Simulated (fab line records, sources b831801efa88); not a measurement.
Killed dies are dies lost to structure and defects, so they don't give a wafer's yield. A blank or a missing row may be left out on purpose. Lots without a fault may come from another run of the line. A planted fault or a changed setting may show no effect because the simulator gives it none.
fab line records | flow sky130
record lots=11 wafers=33 last_day=50
route steps=708 shown LDD_HVP@288 POLY_CUT@317 SD_N@351 LI_CONTACT@365
lots that met no fault: from a run of the same line without faults
start_h: hours from the record's first day to the start of the lot's first wafer shown | wait_h: hours since the lot's step before | " the same as in the row above | L1.1+2: a row that stands for several wafers | - no value, or no start given | * or withheld: withheld | < > ~ a bound
route shown NAME@n: a module of which the file shows steps, and the number in the route of the first | usual: mean/standard deviation of fault-free wafers | same: alike in all rows | chamber/n: place in a boat | sites: the reading at each site | _std_site: their standard deviation | _edge_site: outer sites' mean less inner sites' | radius_mm: how far each site lies from the wafer's centre | mask NAME#n: copy n | behind: the tool/chamber that last shaped the wafer | hold: why the lot was held/for how many hours/how that ended | device: the transistor (n, p or np) that didn't switch | end of line: the same wafers' tests at the end of the route | a step without rows: its recipe alone | killed: dies lost to structure and defects at the first sort, not the wafer's yield | map: a wafer's dies, x killed, . not, _ none there
set.NAME: the setting as run; set.NAME@STEP: as run at that earlier step | model.NAME: the simulator's own value behind a step, which no gauge read
steps of the route over a sample of lots; a table a step, a row a wafer
services: from which hour (start_h, from the record's first day; less than 0 if before it) a tool's chamber was out of use, for how many hours, and why
## steps
# step SKY_LDD_HVP_TW_MEAS_10
# usual LDD_HVP_TW=455/4.2
# columns lot.wafer tool chamber start_h wait_h LDD_HVP_TW
L953.2 film_metro-03 - 494.47 0.1 458
L953.4 " - " " 459
L953.6 " - " " 459
L954.2 film_metro-04 - 503.72 0.1 458
L954.4 " - " " 459
L954.6 " - " " 459
L955.2 film_metro-03 - 509.33 0.1 459
L955.3 " - " " 458
L955.5 " - " " 461
L956.1 film_metro-04 - 517.51 0.1 456
L956.3 " - " " 456
L956.5 " - " " 458
L959.1 film_metro-03 - 544.36 0.1 456
L959.4 " - " " 456
L959.5 " - " " 458
L960.3 film_metro-04 - 558.63 0.1 456
L960.5 " - " " 455
L960.6 " - " " 455
L963.3 film_metro-04 - 586.33 0.1 459
L963.4 " - " " 462
L963.5 " - " " 460
L967.3 film_metro-01 - 616.13 0.1 453
L967.4 " - " " 452
L967.6 " - " " 452
L968.1 film_metro-04 - 626.36 0.1 457
L968.4 " - " " 456
L968.5 " - " " 459
L975.1 film_metro-01 - 685.62 0.1 453
L975.4 " - " " 452
L975.6 " - " " 452
L976.2 film_metro-03 - 692.37 0.1 458
L976.5 " - " " 461
L976.6 " - " " 459
# step SKY_POLY_CUT_ETCH_10
# recipe chemistry=N2/H2 target=BARC ion_energy_ev=200 source_w=500 bias_w=100 pressure_mtorr=30 n2_flow_sccm=100 h2_flow_sccm=200 stop_on=SiO2 time_s=45.9 target_depth_a=600
# usual drypump_motor_current_A=5.93/0.28 h2_flow_sccm=200.0/0.6 oes_product_au=0.854/0.0051 throttle_valve_pct=13.225/0.009
# columns lot.wafer tool chamber start_h wait_h drypump_motor_current_A h2_flow_sccm oes_product_au rf_hours_counter_h throttle_valve_pct
L953.2 rie_diel-04 0 559.38 0.0 6.00 200.0 0.856 12 13.222
L953.4 " 1 " " 6.17 200.1 0.853 9 13.234
L953.6 " 0 " " 5.99 199.9 0.852 - 13.201
L954.2 rie_diel-04 3 568.13 0.0 5.60 200.4 0.854 5 13.211
L954.4 " 1 " " 6.14 199.4 0.859 9 13.225
L954.6 " 3 " " 5.59 199.8 0.855 - 13.214
L955.2 rie_diel-04 0 571.58 0.0 5.99 199.5 0.852 12 13.223
L955.3 " 1 " " 6.17 199.5 0.855 9 13.235
L955.5 " 3 " " 5.64 199.3 0.854 - 13.229
L956.1 rie_diel-01 0 580.18 0.0 5.58 199.3 0.855 8 13.222
L956.3 " 1 " " 5.97 200.8 0.846 13 13.219
L956.5 " 1 " " 5.99 199.9 0.852 - 13.236
L959.1 rie_diel-02 2 606.18 0.0 6.12 199.9 0.862 7 13.248
L959.4 " 3 " " 5.78 200.5 0.852 3 13.223
L959.5 " 3 " " 5.77 200.0 0.858 - 13.234
L960.3 rie_diel-02 1 619.43 0.0 6.38 200.3 0.852 51 13.231
L960.5 " 2 " " 6.13 200.2 0.861 - 13.235
L960.6 " 1 " " 6.36 200.0 0.858 - 13.232
L963.3 rie_diel-02 0 645.80 0.0 6.06 199.6 0.852 4 13.226
L963.4 " 2 " " 6.06 200.3 0.862 8 13.229
L963.5 " 2 " " 6.10 200.4 0.853 - 13.211
L967.3 rie_diel-02 3 676.28 0.0 5.80 200.8 0.863 4 13.229
L967.4 " 2 " " 6.11 200.5 0.857 - 13.237
L967.6 " 3 " " 5.79 200.3 0.857 - 13.218
L968.1 rie_diel-02 0 684.93 0.0 6.10 199.8 0.848 4 13.205
L968.4 " 2 " " 6.08 199.1 0.857 9 13.241
L968.5 " 1 " " 6.37 199.6 0.853 - 13.229
L975.1 rie_diel-04 1 743.48 0.0 6.15 200.1 0.858 14 13.240
L975.4 " 0 " " 6.04 199.9 0.866 17 13.214
L975.6 " 3 " " 5.62 200.1 0.853 - 13.210
L976.2 rie_diel-02 1 749.18 0.0 6.41 200.8 0.851 0 13.220
L976.5 " 1 " " 6.41 200.0 0.858 - 13.222
L976.6 " 0 " " 6.09 199.8 0.847 - 13.218
# step SKY_SD_N_IMPLANT_09
# recipe species=As energy_kev=50 dose_cm2=4e+15 tilt_deg=0
# usual end_station_pressure_torr=1.32e-05/8.8e-07 faraday_current_uA=12046/650
# columns lot.wafer tool chamber start_h wait_h end_station_pressure_torr faraday_current_uA
L953.2 implanter-02 0 647.02 0.0 1.32e-05 12604
L953.4 " 0 " " 1.42e-05 12417
L953.6 " 0 " " 1.34e-05 12272
L954.2 implanter-02 0 656.37 0.0 1.43e-05 12788
L954.4 " 0 " " 1.41e-05 12485
L954.6 " 0 " " 1.26e-05 12755
L955.2 implanter-04 0 658.92 0.0 1.32e-05 11894
L955.3 " 0 " " 1.28e-05 11956
L955.5 " 0 " " 1.25e-05 12229
L956.1 implanter-01 0 668.33 0.0 1.21e-05 11233
L956.3 " 0 " " 1.28e-05 11128
L956.5 " 0 " " 1.2e-05 11207
L959.1 implanter-04 0 693.45 0.0 1.3e-05 12209
L959.4 " 0 " " 1.34e-05 11986
L959.5 " 0 " " 1.42e-05 12285
L960.3 implanter-01 0 705.64 0.1 1.29e-05 11040
L960.5 " 0 " " 1.26e-05 11201
L960.6 " 0 " " 1.14e-05 11004
L963.3 implanter-04 0 730.13 0.1 4.65e-05 10392
L963.4 " 0 " " 4.87e-05 10727
L963.5 " 0 " " 4.93e-05 10444
L967.3 implanter-04 0 759.33 0.1 4.69e-05 10683
L967.4 " 0 " " 4.52e-05 10719
L967.6 " 0 " " 4.5e-05 10875
L968.1 implanter-02 0 767.59 0.0 1.37e-05 12847
L968.4 " 0 " " 1.38e-05 12262
L968.5 " 0 " " 1.19e-05 12975
L975.1 implanter-02 0 824.30 0.0 1.29e-05 13071
L975.4 " 0 " " 1.48e-05 12955
L975.6 " 0 " " 1.29e-05 13047
L976.2 implanter-04 0 828.91 0.0 1.4e-05 11718
L976.5 " 0 " " 1.22e-05 11973
L976.6 " 0 " " 1.38e-05 12305
# step SKY_SD_N_STRIP_11
# recipe chemistry=O2/N2 power_w=1400 pressure_mtorr=1500 platen_temp_c=withheld o2_flow_sccm=3000 n2_flow_sccm=300 overash_fraction=0.5
# usual drypump_motor_current_A=5.93/0.26 oes_product_au=0.527/0.0044 strip_time_to_endpoint_s=22.54/0.042
# columns lot.wafer tool chamber start_h wait_h drypump_motor_current_A oes_product_au rf_hours_counter_h strip_time_to_endpoint_s
L953.2 plasma_asher-02 0 647.30 0.1 6.07 0.529 100 22.63
L953.4 " 0 " " 6.09 0.538 - 22.63
L953.6 " 0 " " 6.09 0.532 - 22.57
L954.2 plasma_asher-04 0 656.64 0.1 6.21 0.522 81 22.57
L954.4 " 1 " " 6.09 0.524 - 22.62
L954.6 " 0 " " 6.20 0.521 - 22.56
L955.2 plasma_asher-02 1 659.20 0.1 5.67 0.528 101 22.57
L955.3 " 1 " " 5.66 0.518 - 22.56
L955.5 " 0 " " 6.09 0.527 - 22.57
L956.1 plasma_asher-04 0 668.63 0.1 6.23 0.531 82 22.55
L956.3 " 1 " " 6.07 0.528 - 22.57
L956.5 " 0 " " 6.22 0.531 - 22.51
L959.1 plasma_asher-02 1 693.75 0.1 5.73 0.521 105 22.53
L959.4 " 0 " " 6.08 0.525 - 22.49
L959.5 " 1 " " 5.68 0.528 - 22.52
L960.3 plasma_asher-02 1 705.93 0.1 5.70 0.530 - 22.49
L960.5 " 0 " " 6.09 0.520 - 22.46
L960.6 " 1 " " 5.68 0.524 - 22.56
L963.3 plasma_asher-04 1 730.42 0.1 6.08 0.523 - 22.86
L963.4 " 0 " " 6.21 0.513 - 22.84
L963.5 " 0 " " 6.23 0.525 - 22.93
L967.3 plasma_asher-03 0 759.62 0.1 5.55 0.526 - 22.92
L967.4 " 1 " " 5.60 0.526 - 22.93
L967.6 " 1 " " 5.61 0.523 - 22.95
L968.1 plasma_asher-04 0 768.19 0.2 6.20 0.523 91 22.59
L968.4 " 0 " " 6.21 0.533 - 22.55
L968.5 " 1 " " 6.10 0.529 - 22.53
L975.1 plasma_asher-04 0 824.60 0.1 6.22 0.526 97 22.58
L975.4 " 1 " " 6.08 0.522 - 22.54
L975.6 " 0 " " 6.21 0.530 - 22.58
L976.2 plasma_asher-02 1 829.19 0.1 5.68 0.531 9 22.48
L976.5 " 1 " " 5.72 0.531 - 22.52
L976.6 " 0 " " 6.07 0.533 - 22.53
# step SKY_SD_N_RS_MEAS_16
# recipe thk_meas_gauge=four-point-probe
# usual SD_N_RS=68.60/0.12
# columns lot.wafer tool chamber start_h wait_h SD_N_RS[ohm/sq]
L953.2 film_metro-02 - 647.70 0.1 68.43
L953.4 " - " " 68.55
L953.6 " - " " 68.30
L954.2 film_metro-03 - 657.05 0.1 68.40
L954.4 " - " " 68.54
L954.6 " - " " 68.44
L955.2 film_metro-03 - 659.60 0.1 68.69
L955.3 " - " " 68.72
L955.5 " - " " 68.82
L956.1 film_metro-02 - 669.02 0.1 68.53
L956.3 " - " " 68.81
L956.5 " - " " 68.71
L959.1 film_metro-02 - 694.13 0.1 68.61
L959.4 " - " " 68.51
L959.5 " - " " 68.66
L960.3 film_metro-04 - 706.32 0.1 68.64
L960.5 " - " " 68.59
L960.6 " - " " 68.63
L963.3 film_metro-04 - 730.81 0.1 67.72
L963.4 " - " " 67.84
L963.5 " - " " 67.71
L967.3 film_metro-02 - 760.01 0.1 67.91
L967.4 " - " " 67.85
L967.6 " - " " 67.80
L968.1 film_metro-04 - 768.58 0.1 68.63
L968.4 " - " " 68.58
L968.5 " - " " 68.52
L975.1 film_metro-04 - 824.98 0.1 68.63
L975.4 " - " " 68.66
L975.6 " - " " 68.75
L976.2 film_metro-03 - 829.59 0.1 68.88
L976.5 " - " " 68.79
L976.6 " - " " 68.93
# step SKY_LI_CONTACT_BOW_MEAS_03
# recipe mode=bow
# usual LI_CONTACT_BOW=54/6.5
# columns lot.wafer tool chamber start_h wait_h LI_CONTACT_BOW[um]
L953.2 film_metro-02 - 648.54 0.1 60
L953.4 " - " " 46
L953.6 " - " " 59
L954.2 film_metro-04 - 657.89 0.1 44
L954.4 " - " " 56
L954.6 " - " " 44
L955.2 film_metro-04 - 660.44 0.2 67
L955.3 " - " " 47
L955.5 " - " " 48
L956.1 film_metro-03 - 669.86 0.2 58
L956.3 " - " " 56
L956.5 " - " " 59
L959.1 film_metro-03 - 694.97 0.2 56
L959.4 " - " " 59
L959.5 " - " " 69
L960.3 film_metro-03 - 707.16 0.2 49
L960.5 " - " " 46
L960.6 " - " " 50
L963.3 film_metro-03 - 731.65 0.3 48
L963.4 " - " " 45
L963.5 " - " " 62
L967.3 film_metro-03 - 760.85 0.2 51
L967.4 " - " " 51
L967.6 " - " " 52
L968.1 film_metro-04 - 769.42 0.1 51
L968.4 " - " " 53
L968.5 " - " " 71
L975.1 film_metro-04 - 825.82 0.1 59
L975.4 " - " " 60
L975.6 " - " " 52
L976.2 film_metro-04 - 830.43 0.1 56
L976.5 " - " " 45
L976.6 " - " " 46
## services
# columns tool chamber start_h hours kind
rie_diel-04 3 562.76 4.3 repair
plasma_asher-04 - 568.65 16.2 repair
rie_diel-02 1 594.00 4.7 repair
rie_diel-04 0 598.62 5.3 repair
implanter-02 - 603.57 4.9 pm
rie_diel-04 - 606.03 0.2 repair
implanter-04 - 618.42 1.5 repair
rie_diel-04 2 619.91 6.7 repair
implanter-02 - 648.88 3.6 pm
rie_diel-04 3 650.38 5.3 repair
plasma_asher-02 - 653.38 2.1 repair
rie_diel-02 0 671.90 9.3 repair
rie_diel-02 - 695.47 0.6 repair
rie_diel-02 1 698.14 7.8 repair
rie_diel-02 3 703.94 2.4 repair
plasma_asher-04 - 733.48 4.7 repair
plasma_asher-02 - 733.75 9.0 pm
implanter-04 - 754.31 4.6 pm
plasma_asher-04 - 766.14 1.2 repair
implanter-04 - 770.74 3.3 repair
rie_diel-02 1 774.04 2.1 repair
rie_diel-02 0 776.65 6.9 repair
implanter-04 - 801.38 1.1 repair
rie_diel-02 - 818.83 14.6 pm
## key
first_sign step=SKY_SD_N_IMPLANT_09 reading=end_station_pressure_torr direction=up sigmas=38 usual=1.32e-05 struck=4.7e-05
effect step=SKY_SD_N_IMPLANT_09 reading=faraday_current_uA direction=down sigmas=2.2 usual=12046 struck=10640
effect step=SKY_SD_N_STRIP_11 reading=strip_time_to_endpoint_s direction=up sigmas=8.5 usual=* struck=*
effect step=SKY_SD_N_RS_MEAS_16 reading=SD_N_RS direction=down sigmas=6.5 usual=68.60 struck=67.81
met_at SKY_SD_N_IMPLANT_09
struck_lots L963,L967
tester_left_out L963,L967
not_acting_at SKY_LDD_HVP_TW_MEAS_10,SKY_POLY_CUT_ETCH_10,SKY_LI_CONTACT_BOW_MEAS_03
onset_between 693.45 730.13
fault kind=process_parameter_drift tool=implanter-04 chamber=- onset_h=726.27 steps=SKY_SD_N_IMPLANT_09 channel=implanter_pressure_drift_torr offset=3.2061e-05 shape=step end_h=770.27
fault kind=process_parameter_drift tool=implanter-04 chamber=- onset_h=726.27 steps=SKY_SD_N_IMPLANT_09 channel=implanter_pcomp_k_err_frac offset=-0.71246 shape=step end_h=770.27
# tester_left_out: of these lots the tester's yield and bins aren't shown, on N5 and GAA mostly nor the transistor test; their killed dies are dies lost to structure and defects alone, not to doping, threshold or leakage, so they don't give the yield
